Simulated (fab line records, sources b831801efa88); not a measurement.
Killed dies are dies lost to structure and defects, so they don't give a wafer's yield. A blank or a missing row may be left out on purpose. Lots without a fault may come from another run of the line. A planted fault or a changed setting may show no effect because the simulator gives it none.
fab line records | flow gf180mcu
record lots=13 wafers=39 last_day=34
route steps=602 shown LVPWELL@56 CONTACT@301 M3@412
lots that met no fault: from a run of the same line without faults
start_h: hours from the record's first day to the start of the lot's first wafer shown | wait_h: hours since the lot's step before | " the same as in the row above | L1.1+2: a row that stands for several wafers | - no value, or no start given | * or withheld: withheld | < > ~ a bound
route shown NAME@n: a module of which the file shows steps, and the number in the route of the first | usual: mean/standard deviation of fault-free wafers | same: alike in all rows | chamber/n: place in a boat | sites: the reading at each site | _std_site: their standard deviation | _edge_site: outer sites' mean less inner sites' | radius_mm: how far each site lies from the wafer's centre | mask NAME#n: copy n | behind: the tool/chamber that last shaped the wafer | hold: why the lot was held/for how many hours/how that ended | device: the transistor (n, p or np) that didn't switch | end of line: the same wafers' tests at the end of the route | a step without rows: its recipe alone | killed: dies lost to structure and defects at the first sort, not the wafer's yield | map: a wafer's dies, x killed, . not, _ none there
set.NAME: the setting as run; set.NAME@STEP: as run at that earlier step | model.NAME: the simulator's own value behind a step, which no gauge read
steps of the route over a sample of lots; a table a step, a row a wafer
services: from which hour (start_h, from the record's first day; less than 0 if before it) a tool's chamber was out of use, for how many hours, and why
## steps
# step GF_LVPWELL_COAT_02
# recipe spin_rpm=2000 resist_thk_nm=3000
# columns lot.wafer tool chamber start_h wait_h
L646.3+4+5 litho_track-04 0 60.06 0.1
L647.3+5+6 litho_track-03 0 67.15 0.1
L648.1+2+6 litho_track-04 0 69.86 0.1
L649.1+2+6 litho_track-03 0 77.99 0.1
L651.1+5+6 litho_track-04 0 92.21 0.1
L650.1+2+5 litho_track-02 0 92.72 0.1
L653.1+4+6 litho_track-03 0 105.94 0.1
L652.2+3+4 litho_track-04 0 106.48 0.1
L657.2+4+5 litho_track-03 0 126.47 0.1
L665.1+2+4 litho_track-04 0 167.81 0.1
L667.3+4+6 litho_track-02 0 177.06 0.1
L668.1+4+5 litho_track-03 0 183.79 0.1
L669.1+2+6 litho_track-03 0 192.59 0.1
# step GF_LVPWELL_STRIP_10
# recipe chemistry=O2/N2 power_w=1400 pressure_mtorr=1500 platen_temp_c=250 o2_flow_sccm=3000 n2_flow_sccm=300 overash_fraction=0.5
# usual drypump_motor_current_A=5.5/0.55 heater_power_w=299/20 oes_product_au=0.722/0.0049 strip_time_to_endpoint_s=36.94/0.11
# columns lot.wafer tool chamber start_h wait_h drypump_motor_current_A heater_power_w oes_product_au rf_hours_counter_h strip_time_to_endpoint_s
L646.3 plasma_asher-04 1 66.84 0.1 4.8 302 0.718 - 36.91
L646.4 " 0 " " 6.0 315 0.734 - 36.86
L646.5 " 1 " " 4.8 294 0.718 - 36.94
L647.3 plasma_asher-04 0 73.98 0.1 6.0 310 0.723 - 36.96
L647.5 " 1 " " 4.8 296 0.723 - 37.05
L647.6 " 0 " " 6.0 310 0.721 - 36.98
L648.1 plasma_asher-01 0 76.94 0.1 4.8 328 0.725 40 36.95
L648.2 " 1 " " 5.7 260 0.714 40 37.00
L648.6 " 0 " " 4.8 322 0.726 - 36.95
L649.1 plasma_asher-02 1 84.44 0.1 6.0 295 0.726 41 36.90
L649.2 " 0 " " 5.9 302 0.731 41 36.98
L649.6 " 0 " " 5.9 297 0.721 - 36.98
L651.1 plasma_asher-02 0 99.80 0.1 5.9 297 0.717 43 36.75
L651.5 " 1 " " 6.0 292 0.712 - 36.74
L651.6 " 0 " " 5.9 291 0.731 - 36.76
L650.1 plasma_asher-01 1 99.84 0.1 5.7 267 0.723 42 36.93
L650.2 " 0 " " 4.8 333 0.712 42 36.97
L650.5 " 1 " " 5.7 271 0.724 - 36.98
L653.1 plasma_asher-04 1 113.93 0.1 4.8 295 0.727 32 37.11
L653.4 " 0 " " 6.1 314 0.720 - 37.03
L653.6 " 0 " " 6.0 311 0.725 - 36.97
L652.2 plasma_asher-04 1 114.49 0.2 4.8 289 0.718 32 36.97
L652.3 " 1 " " 4.8 303 0.713 - 36.90
L652.4 " 0 " " 6.1 315 0.723 - 36.98
L657.2 plasma_asher-01 0 134.09 0.1 4.8 330 0.723 2 37.05
L657.4 " 1 " " 5.7 263 0.717 - 37.04
L657.5 " 0 " " 4.8 333 0.719 - 36.97
L665.1 plasma_asher-01 1 176.58 0.1 5.7 265 0.723 6 36.80
L665.2 " 0 " " 4.8 319 0.719 6 36.83
L665.4 " 1 " " 5.7 263 0.715 - 23.72
L667.3 plasma_asher-04 1 185.63 0.1 4.8 303 0.721 - 36.94
L667.4 " 0 " " 6.0 318 0.720 - 36.92
L667.6 " 1 " " 4.8 298 0.721 - 37.04
L668.1 plasma_asher-04 1 193.29 0.1 4.8 296 0.718 41 37.12
L668.4 " 1 " " 4.8 303 0.727 - 37.05
L668.5 " 1 " " 4.8 302 0.718 - 37.00
L669.1 plasma_asher-01 0 201.34 0.1 4.8 325 0.728 8 37.15
L669.2 " 1 " " 5.7 261 0.731 8 37.21
L669.6 " 0 " " 4.8 314 0.719 - 37.17
# step GF_CONTACT_CD_MEAS_14
# recipe target_cd_nm=220
# usual cd_nm=219.6/1.6
# columns lot.wafer tool chamber start_h wait_h cd_nm
L646.3 cd_sem-02 - 357.59 0.1 220.3
L646.4 " - " " 218.1
L646.5 " - " " 218.4
L647.3 cd_sem-01 - 372.63 0.1 222.2
L647.5 " - " " 223.0
L647.6 " - " " 221.4
L648.1 cd_sem-02 - 375.69 0.1 218.9
L648.2 " - " " 218.8
L648.6 " - " " 217.4
L649.1 cd_sem-01 - 394.54 0.1 219.9
L649.2 " - " " 219.0
L649.6 " - " " 219.2
L651.1 cd_sem-01 - 415.74 0.1 219.1
L651.5 " - " " 219.5
L651.6 " - " " 218.9
L650.1 cd_sem-01 - 416.96 0.1 218.1
L650.2 " - " " 216.6
L650.5 " - " " 219.1
L653.1 cd_sem-02 - 431.49 0.1 220.7
L653.4 " - " " 221.8
L653.6 " - " " 220.9
L652.2 cd_sem-02 - 447.76 0.1 223.2
L652.3 " - " " 223.7
L652.4 " - " " 221.5
L657.2 cd_sem-01 - 479.98 0.1 220.8
L657.4 " - " " 219.9
L657.5 " - " " 220.0
L665.1 cd_sem-01 - 528.39 0.1 216.4
L665.2 " - " " 217.6
L665.4 " - " " 217.1
L667.3 cd_sem-02 - 545.95 0.1 220.0
L667.4 " - " " 219.2
L667.6 " - " " 219.6
L668.1 cd_sem-01 - 550.29 0.1 217.3
L668.4 " - " " 216.5
L668.5 " - " " 217.6
L669.1 cd_sem-02 - 570.14 0.1 219.2
L669.2 " - " " 217.5
L669.6 " - " " 218.2
# step GF_CONTACT_SPUTTER_22
# recipe material=Ti target_thk_nm=15 chamber_pressure_pa=5 power_w=2500 substrate_temp_c=200 time_s=80.02
# usual throttle_valve_pct=29.6/1.3
# columns lot.wafer tool chamber start_h wait_h throttle_valve_pct
L646.3 pvd_sputter-03 - 358.17 0.0 29.9
L646.4 " - " " 29.9
L646.5 " - " " 30.1
L647.3 pvd_sputter-01 - 373.21 0.0 28.3
L647.5 " - " " 29.4
L647.6 " - " " 29.1
L648.1 pvd_sputter-03 - 376.31 0.0 30.3
L648.2 " - " " 30.2
L648.6 " - " " 30.0
L649.1 pvd_sputter-03 - 395.16 0.0 31.0
L649.2 " - " " 30.1
L649.6 " - " " 31.0
L651.1 pvd_sputter-04 - 416.36 0.0 27.9
L651.5 " - " " 27.8
L651.6 " - " " 31.3
L650.1 pvd_sputter-04 - 417.58 0.0 27.8
L650.2 " - " " 29.7
L650.5 " - " " 31.6
L653.1 pvd_sputter-03 - 432.10 0.0 31.2
L653.4 " - " " 30.3
L653.6 " - " " 30.2
L652.2 pvd_sputter-04 - 448.36 0.0 29.7
L652.3 " - " " 31.3
L652.4 " - " " 27.9
L657.2 pvd_sputter-03 - 480.59 0.0 29.9
L657.4 " - " " 31.0
L657.5 " - " " 30.0
L665.1 pvd_sputter-04 - 529.00 0.0 28.1
L665.2 " - " " 31.0
L665.4 " - " " 31.4
L667.3 pvd_sputter-01 - 546.53 0.0 29.4
L667.4 " - " " 29.0
L667.6 " - " " 29.5
L668.1 pvd_sputter-01 - 550.90 0.0 29.5
L668.4 " - " " 27.2
L668.5 " - " " 26.9
L669.1 pvd_sputter-03 - 570.75 0.0 30.3
L669.2 " - " " 30.2
L669.6 " - " " 30.2
# step GF_M3_SPUTTER_03
# recipe material=Ti target_thk_nm=10 substrate_temp_c=300 chamber_pressure_pa=0.3 power_w=3000 time_s=6.7
# usual throttle_valve_pct=29.6/1.5
# columns lot.wafer tool chamber start_h wait_h throttle_valve_pct
L646.3 pvd_sputter-04 - 455.61 0.0 27.7
L646.4 " - " " 31.0
L646.5 " - " " 27.7
L647.3 pvd_sputter-01 - 474.56 0.0 29.3
L647.5 " - " " 29.3
L647.6 " - " " 29.8
L648.1 pvd_sputter-01 - 478.52 0.0 29.2
L648.2 " - " " 29.4
L648.6 " - " " 28.1
L649.1 pvd_sputter-02 - 496.57 0.0 29.1
L649.2 " - " " 31.2
L649.6 " - " " 30.7
L651.1 pvd_sputter-02 - 518.02 0.0 31.2
L651.5 " - " " 31.6
L651.6 " - " " 31.4
L650.1 pvd_sputter-02 - 519.57 0.0 31.7
L650.2 " - " " 30.6
L650.5 " - " " 30.7
L653.1 pvd_sputter-01 - 535.30 0.0 29.7
L653.4 " - " " 29.2
L653.6 " - " " 28.1
L652.2 pvd_sputter-02 - 551.28 0.0 30.4
L652.3 " - " " 31.8
L652.4 " - " " 31.0
L657.2 pvd_sputter-01 - 579.97 0.0 26.8
L657.4 " - " " 29.4
L657.5 " - " " 27.1
L665.1 pvd_sputter-02 - 623.36 0.0 30.9
L665.2 " - " " 28.8
L665.4 " - " " 31.2
L667.3 pvd_sputter-02 - 638.46 0.0 31.1
L667.4 " - " " 30.3
L667.6 " - " " 28.7
L668.1 pvd_sputter-04 - 643.09 0.0 31.0
L668.4 " - " " 31.6
L668.5 " - " " 30.9
L669.1 pvd_sputter-02 - 659.02 0.0 31.4
L669.2 " - " " 28.9
L669.6 " - " " 31.6
## services
# columns tool chamber start_h hours kind
pvd_sputter-03 - 79.59 3.0 repair
pvd_sputter-02 - 174.88 4.9 repair
pvd_sputter-02 - 193.90 2.7 repair
pvd_sputter-01 - 231.51 2.8 repair
pvd_sputter-03 - 267.94 26.3 repair
pvd_sputter-04 - 281.53 9.4 repair
pvd_sputter-02 - 286.92 0.8 repair
pvd_sputter-03 - 287.64 4.2 repair
pvd_sputter-04 - 312.58 9.9 repair
pvd_sputter-01 - 322.66 2.0 repair
pvd_sputter-03 - 353.79 3.5 repair
pvd_sputter-03 - 365.13 2.0 repair
pvd_sputter-03 - 373.10 3.0 repair
pvd_sputter-03 - 377.45 2.6 repair
pvd_sputter-04 - 383.96 4.0 repair
plasma_asher-04 - 388.75 2.2 repair
pvd_sputter-04 - 435.44 0.9 repair
pvd_sputter-04 - 455.80 3.9 repair
pvd_sputter-02 - 463.07 1.9 repair
pvd_sputter-01 - 495.11 29.0 repair
plasma_asher-04 - 504.51 0.4 repair
pvd_sputter-03 - 566.69 3.4 repair
plasma_asher-04 - 570.76 14.6 pm
pvd_sputter-02 - 633.50 4.0 repair
## key
first_sign step=GF_LVPWELL_STRIP_10 reading=strip_time_to_endpoint_s direction=down sigmas=99+ usual=* struck=*
effect none on later readings
met_at GF_LVPWELL_COAT_02
struck_lots L665
struck_wafers L665.4
tester_left_out L665
not_acting_at GF_CONTACT_CD_MEAS_14,GF_CONTACT_SPUTTER_22,GF_M3_SPUTTER_03
onset_between 106.48 167.81
fault kind=process_parameter_drift tool=litho_track-04 chamber=- onset_h=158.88 steps=GF_LVPWELL_COAT_02 channel=resist_thk_nm offset=* shape=step end_h=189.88 scope=struck_wafers_only acts_in=* stated=*
# tester_left_out: of these lots the tester's yield and bins aren't shown, on N5 and GAA mostly nor the transistor test; their killed dies are dies lost to structure and defects alone, not to doping, threshold or leakage, so they don't give the yield
